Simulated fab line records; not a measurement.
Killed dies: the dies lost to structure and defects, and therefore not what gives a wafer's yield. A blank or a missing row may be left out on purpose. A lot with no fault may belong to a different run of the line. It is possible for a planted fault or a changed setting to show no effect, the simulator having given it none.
The tool behind it: which one?	flow gf180mcu	13 lots with 39 wafers sampled at 5 steps, on a route of 602 steps

WHAT THE GAUGES READ, wafer by wafer
GF_VT_IMPLANT_RS_MEAS_49: measures by four-point-probe. Usual: MVPSD_RS typically reads 1168.0 ohm/sq, with standard deviation 2.6.
lot	measured	on	MVPSD_RS (ohm/sq)	flag
L963	day 7 22:05	film metro-04	1168.1 1167.6 1171.8	
L964	day 8 04:11	film metro-02	1165.2 1170.5 1171.2	
L965	day 8 09:40	film metro-04	1169.6 1170.3 1172.6	
L966	day 8 16:56	film metro-04	1172.8 1167.5 1170.3	
L967	day 8 20:52	film metro-04	1165.7 1161.9 1167.0	
L969	day 9 15:40	film metro-01	1169.2 1168.0 1166.3	
L970	day 9 20:41	film metro-04	1168.5 1168.2 1167.2	
L975	day 11 05:41	film metro-01	1181.8 1179.3 1181.7	OFF
L978	day 12 02:29	film metro-01	1170.8 1171.7 1171.6	
L980	day 12 16:50	film metro-02	1188.1 1189.1 1186.8	OFF
L981	day 12 21:11	film metro-02	1169.6 1168.5 1169.6	
L983	day 13 10:14	film metro-04	1169.6 1169.0 1167.2	
L984	day 13 17:23	film metro-04	1170.6 1165.2 1169.6	

GF_V3_BOW_MEAS_05. Usual: V3_BOW typically reads 117 um, with standard deviation 7.8.
lot	measured	on	V3_BOW (um)	flag
L963	day 22 02:31	film metro-02	129 131 128	
L964	day 22 09:54	film metro-02	119 120 121	
L965	day 22 18:02	film metro-01	108 112 122	
L966	day 22 22:21	film metro-03	125 128 127	
L967	day 23 05:05	film metro-03	107 125 129	
L969	day 24 07:13	film metro-01	127 125 122	
L970	day 24 08:43	film metro-03	127 119 113	
L975	day 26 02:43	film metro-01	128 114 116	
L978	day 27 02:26	film metro-02	122 109 125	
L980	day 27 18:08	film metro-03	106 103 120	
L981	day 27 18:44	film metro-03	124 111 121	
L983	day 28 13:25	film metro-01	122 119 111	
L984	day 28 21:42	film metro-03	118 127 117	

GF_V3_RS_MEAS_24: measures by four-point-probe. Usual: V3_W_RS typically reads 0.327 ohm/sq, with standard deviation 0.0034.
lot	measured	on	V3_W_RS (ohm/sq)	flag
L963	day 23 03:04	film metro-02	0.335 0.332 0.322	
L964	day 23 09:59	film metro-01	0.324 0.331 0.329	
L965	day 23 18:05	film metro-03	0.331 0.329 0.328	
L966	day 23 22:16	film metro-02	0.323 0.324 0.324	
L967	day 24 05:07	film metro-01	0.333 0.336 0.332	
L969	day 25 06:18	film metro-03	0.327 0.326 0.335	
L970	day 25 07:15	film metro-01	0.330 0.332 0.332	
L975	day 27 00:11	film metro-03	0.325 0.328 0.326	
L978	day 27 23:13	film metro-03	0.320 0.327 0.324	
L980	day 28 14:37	film metro-03	0.332 0.322 0.325	
L981	day 28 15:24	film metro-01	0.327 0.331 0.329	
L983	day 29 07:12	film metro-02	0.328 0.326 0.327	
L984	day 29 17:44	film metro-02	0.324 0.328 0.321	

EACH LOT AND THE TOOL THAT RAN IT (in order: tool; ch and the chambers of the sampled wafers; start)
lot	GF_MVPSD_IMPLANT_09	GF_M2_STRIP_17
L963	implanter-03 ch 0, day 5 08:04	plasma asher-01 ch 0,1, day 19 21:42
L964	implanter-01 ch 0, day 5 12:33	plasma asher-02 ch 0,1, day 20 06:39
L965	implanter-03 ch 0, day 5 17:41	plasma asher-03 ch 0,1, day 20 13:32
L966	implanter-01 ch 0, day 6 00:35	plasma asher-03 ch 0,1, day 20 19:04
L967	implanter-01 ch 0, day 6 04:20	plasma asher-01 ch 0,1, day 21 00:52
L969	implanter-01 ch 0, day 6 19:19	plasma asher-03 ch 0,1, day 22 05:23
L970	implanter-03 ch 0, day 7 00:44	plasma asher-01 ch 0,1, day 22 06:57
L975	implanter-01 ch 0, day 8 07:10	plasma asher-01 ch 0,1, day 24 03:39
L978	implanter-04 ch 0, day 9 00:46	plasma asher-03 ch 0,1, day 25 04:10
L980	implanter-01 ch 0, day 9 14:23	plasma asher-03 ch 0,1, day 25 20:59
L981	implanter-03 ch 0, day 9 18:11	plasma asher-01 ch 0,1, day 25 21:13
L983	implanter-04 ch 0, day 10 06:05	plasma asher-01 ch 0,1, day 26 10:40
L984	implanter-04 ch 0, day 10 11:31	plasma asher-03 ch 0,1, day 26 22:10
- GF_MVPSD_IMPLANT_09
- GF_M2_STRIP_17: strips in O2/N2.

AS READ BY THE TOOLS THEMSELVES (means over the sampled wafers that have a number; for cases with no such wafer, the mark the record gives instead)
GF_MVPSD_IMPLANT_09. Usual: beam energy keV 40.000, standard deviation 0.012; dose ions cm2 5e+12, standard deviation 5.6e+09; faraday current uA 28.2, standard deviation 0.51.
lot	tool	beam energy keV	dose ions cm2	faraday current uA	flag
L963	implanter-03	40.003	5e+12	27.7	
L964	implanter-01	39.992	5e+12	28.6	
L965	implanter-03	40.013	5e+12	27.8	
L966	implanter-01	40.004	5e+12	28.4	
L967	implanter-01	40.000	5e+12	28.9	
L969	implanter-01	40.011	5e+12	28.2	
L970	implanter-03	40.003	5e+12	28.1	
L975	implanter-01	39.996	5e+12	26.4	OFF
L978	implanter-04	40.004	5e+12	28.5	
L980	implanter-01	40.001	5e+12	26.2	OFF
L981	implanter-03	40.008	5e+12	28.7	
L983	implanter-04	40.004	5e+12	28.1	
L984	implanter-04	39.982	5e+12	27.8	

GF_M2_STRIP_17. Usual: drypump motor current A 5.6 A, standard deviation 0.48; heater power w 317 W, standard deviation 32; oes product au 0.538 a.u., standard deviation 0.005; strip time to endpoint s 7.41 s, standard deviation 0.048.
lot	tool	drypump motor current A (A)	heater power w (W)	oes product au (a.u.)	strip time to endpoint s (s)	flag
L963	plasma asher-01	5.7	296	0.538	7.43	
L964	plasma asher-02	5.6	343	0.533	7.39	
L965	plasma asher-03	5.7	362	0.540	7.44	
L966	plasma asher-03	5.7	340	0.537	7.39	
L967	plasma asher-01	5.7	296	0.535	7.36	
L969	plasma asher-03	5.7	362	0.537	7.47	
L970	plasma asher-01	5.3	292	0.533	7.40	
L975	plasma asher-01	5.7	293	0.538	7.41	
L978	plasma asher-03	5.7	360	0.543	7.40	
L980	plasma asher-03	5.7	344	0.540	7.42	
L981	plasma asher-01	5.7	297	0.537	7.39	
L983	plasma asher-01	5.7	294	0.536	7.36	
L984	plasma asher-03	5.7	359	0.534	7.37	

THE ANSWER, worked out from the rows above alone
Rule: a lot counts as off when the mean over its wafers that have a number is more than 3 standard deviations away from the usual mean. A lot without any number at a reading at which 4 lots or more have one is off too. The other lots that the step has rows for count as sound. Order of review: gauges by route order, followed by the tools' own readings, for which a lot's mean as printed above is used. At the first step where some lot is off, the reading lying furthest off is the one used; lots without a number count as furthest.
Off: L975, L980, seen at GF_VT_IMPLANT_RS_MEAS_49 (MVPSD_RS).
If a tool, at a process step before that reading, ran all the lots that are off and no sound lot after the first of them, it fits. Not tried: the gauges at GF_VT_IMPLANT_RS_MEAS_49; whatever is off there is also off at GF_MVPSD_IMPLANT_09, on other tools, and gauge error can't account for it. One fits: GF_MVPSD_IMPLANT_09 on implanter-01. A fault onset in the window from L969 (day 6 19:19, its last sound lot) to L975 (day 8 07:10, its first lot off) fits.
On the lots that are off, the tool's own readings at GF_MVPSD_IMPLANT_09 differ by more than 5 times the standard deviation of the sound lots' means, which bears it out; faraday current uA reads 26.3 there versus 28.3 on the sound lots.

WHAT THE SIMULATOR HAD PUT IN
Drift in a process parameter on implanter-01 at GF_MVPSD_IMPLANT_09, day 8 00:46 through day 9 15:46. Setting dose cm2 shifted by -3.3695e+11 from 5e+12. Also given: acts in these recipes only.
Struck lots among those shown: L975, L980. The rule given above showed the same thing.
